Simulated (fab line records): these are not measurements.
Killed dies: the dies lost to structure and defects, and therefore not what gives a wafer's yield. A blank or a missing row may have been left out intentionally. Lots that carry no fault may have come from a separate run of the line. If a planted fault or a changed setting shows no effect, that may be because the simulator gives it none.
A struck lot beside a sound one	flow gf180mcu	15 out of 602 route steps
Sound: wafers L623.1, L623.4, L623.6. Struck: wafers L631.2, L631.4, L631.6. The cause is given at the end.
Per side, at each step with rows, come the tool, then ch with its chambers, and then its first start. Under that, the readings that differ: sound wafers	struck wafers	difference of the means	sigmas: that difference in standard deviations of wafers without a fault.
alike: readings with means less than 2 such deviations apart, plus words and numbers identical on both sides. not compared: withheld readings, readings lacking a value on some wafer, bounds such as >300 that could conceal the same value, and numbers that have no deviation in the record and whose values overlap.
A row with sigmas, a row that says differs or no value, or rows on one side alone: a step with any of these is where the two part. When numbers do not overlap yet have no deviation, they are printed without sigmas and do not part them. Lack of a reading on every wafer of one side parts them only where that side has two or more wafers.

GF_V4_THK_MEAS_01:
  sound on film_metro-02 at day 26 22:46; struck on film_metro-02 at day 29 07:46
  alike: V4_CVD_00_THK
GF_V4_CVD_02: deposits SiO2 from TEOS, target thk 850 nm, time 94.851 s.
  sound on pecvd-02 ch 0,1,2, day 26 22:49; struck on pecvd-02 ch 0,2, day 29 07:49
  alike: heater_power_w, susceptor_temp_C
GF_V4_THK_MEAS_03:
  sound on film_metro-01 at day 26 22:53; struck on film_metro-03 at day 29 07:54
  alike: V4_CVD_02_THK
GF_V4_CMP_04: polishes SiO2.
  sound on cmp-02 ch 0,3, day 26 22:57; struck on cmp-02 ch 1,3, day 29 08:03
  alike: edge_zone_pressure_frac, motor_current_A, retaining_ring_pressure_frac, time_to_endpoint_s
GF_V4_BOW_MEAS_05:
  sound on film_metro-01 at day 26 23:15; struck on film_metro-01 at day 29 08:22
reading	sound	struck	difference	sigmas
V4_BOW (um)	148 139 151	127 124 121	-22	-3
then, 7 steps without rows for these wafers: GF_V4_DEHYDRATE_06 (time 60 s); GF_V4_HMDS_07 (prime time 60 s); GF_V4_COAT_08; GF_V4_COAT_09 (resist thk 1000 nm); GF_V4_SOFTBAKE_10 (time 60 s); GF_V4_EXPOSE_11 (exposes mask Via4, target cd 260 nm); GF_V4_PEB_12 (peb time 90 s).
GF_V4_DEVELOP_13: develop time 60 s.
  sound on litho_track-03 ch 0, day 27 18:50; struck on litho_track-03 ch 0, day 30 03:04
reading	sound	struck	difference	sigmas
developer_temp_C (C)	21.08 21.07 21.02	21.71 21.84 21.67	+0.68	+7
  alike: exhaust_pa
GF_V4_CD_MEAS_14: the cd target is 260 nm.
  sound on cd_sem-01 at day 27 18:59; struck on cd_sem-02 at day 30 03:13
  alike: cd_nm
-- the record jumps here: 4 days lie between the struck wafers' starts before and after (it left off in module V4 and takes up again in module PASSIVATION, whose first step shown is number 602 of the route) --
GF_PASSIVATION_PROBE_99:
  record: rows for the struck wafers here (prober-02, day 34 00:14), none for the sound ones

== WHERE THEY PART ==
Last at GF_PASSIVATION_PROBE_99 as far as this record goes, first at GF_V4_BOW_MEAS_05.

WHY: the cause the simulator had injected
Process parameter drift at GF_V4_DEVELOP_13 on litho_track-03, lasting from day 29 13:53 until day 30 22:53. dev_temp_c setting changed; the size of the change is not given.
